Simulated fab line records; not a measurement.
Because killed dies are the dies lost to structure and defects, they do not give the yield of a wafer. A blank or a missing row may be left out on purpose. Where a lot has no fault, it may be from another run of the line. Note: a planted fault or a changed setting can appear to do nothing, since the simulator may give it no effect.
Matching of chambers	flow sky130	SKY_VIA4_CMP_21 on cmp-02: 4 sister chambers
The step polishes, stops on SiO2, t overpolish 25 s, target thk 0 nm. 18 wafers are shown with their chamber, then 9 later ones without.

## WAFERS PAIRED WITH THEIR CHAMBERS
wafer	chamber	motor_current_A (A)	time_to_endpoint_s (s)	overpolish_run_s (s)
L562.2	0	11.2	117	25.005
L562.4	3	12.0	122	24.986
L562.5	1	10.5	123	25.003
L564.3	0	10.7	120	24.982
L564.4	3	12.4	130	24.998
L564.6	2	11.1	125	25.023
L565.1	3	12.4	125	25.005
L565.2	1	10.4	121	24.989
L565.6	0	11.4	119	25.019
L568.2	1	10.7	113	24.995
L568.4	2	10.5	117	25.017
L568.6	1	10.8	115	24.989
L569.2	3	11.3	126	25.004
L569.3	1	10.5	118	24.992
L569.4	2	11.5	120	25.015
L570.2	3	12.4	125	25.018
L570.3	1	10.3	119	24.989
L570.4	2	11.1	122	24.995

SIGNATURES, as means of the wafers listed above
reading	chamber 0	chamber 1	chamber 2	chamber 3	scatter within a chamber
motor_current_A	11.100	10.533	11.050	12.100	0.365
time_to_endpoint_s	118.67	118.17	121.00	125.60	3.17
overpolish_run_s	25.00200	24.99283	25.01250	25.00220	0.0114
Rule: for each reading, subtract the chamber's mean from the wafer's reading, divide by that reading's scatter and square the result; add these up over the readings and take the root, which gives the wafer's distance from the chamber. The wafer belongs to the nearest chamber; if the next one is less than 2 further off, it can't be placed. The scatter is the square root of a quotient: the sum, over the shown wafers, of each reading's squared deviation from its chamber's mean, divided by wafers minus chambers.

## WAFERS WITHOUT THEIR CHAMBER
wafer	motor_current_A (A)	time_to_endpoint_s (s)	overpolish_run_s (s)
L577.1	11.6	112	24.994
L577.5	10.7	114	24.998
L577.6	12.3	115	24.992
L576.3	10.8	119	24.998
L576.5	10.9	119	24.974
L576.6	10.9	117	24.996
L585.2	10.4	119	24.992
L585.5	10.4	120	24.992
L585.6	11.1	116	25.005

## WHICH CHAMBER EACH ONE RAN IN
wafer	from the rows above	in truth
L577.1	can't be placed: 0 or 1 or 2 or 3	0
L577.5	can't be placed: 1 or 0 or 2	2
L577.6	can't be placed: 3 or 0 or 2 or 1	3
L576.3	can't be placed: 1 or 0 or 2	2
L576.5	can't be placed: 1 or 0 or 2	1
L576.6	can't be placed: 0 or 1 or 2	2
L585.2	can't be placed: 1 or 0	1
L585.5	can't be placed: 1 or 0 or 2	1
L585.6	can't be placed: 0 or 2 or 1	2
Correct placement for 0 of the 9. Not placeable from these rows: 9 (in 9, the candidates include the true chamber). Wrongly placed: 0.
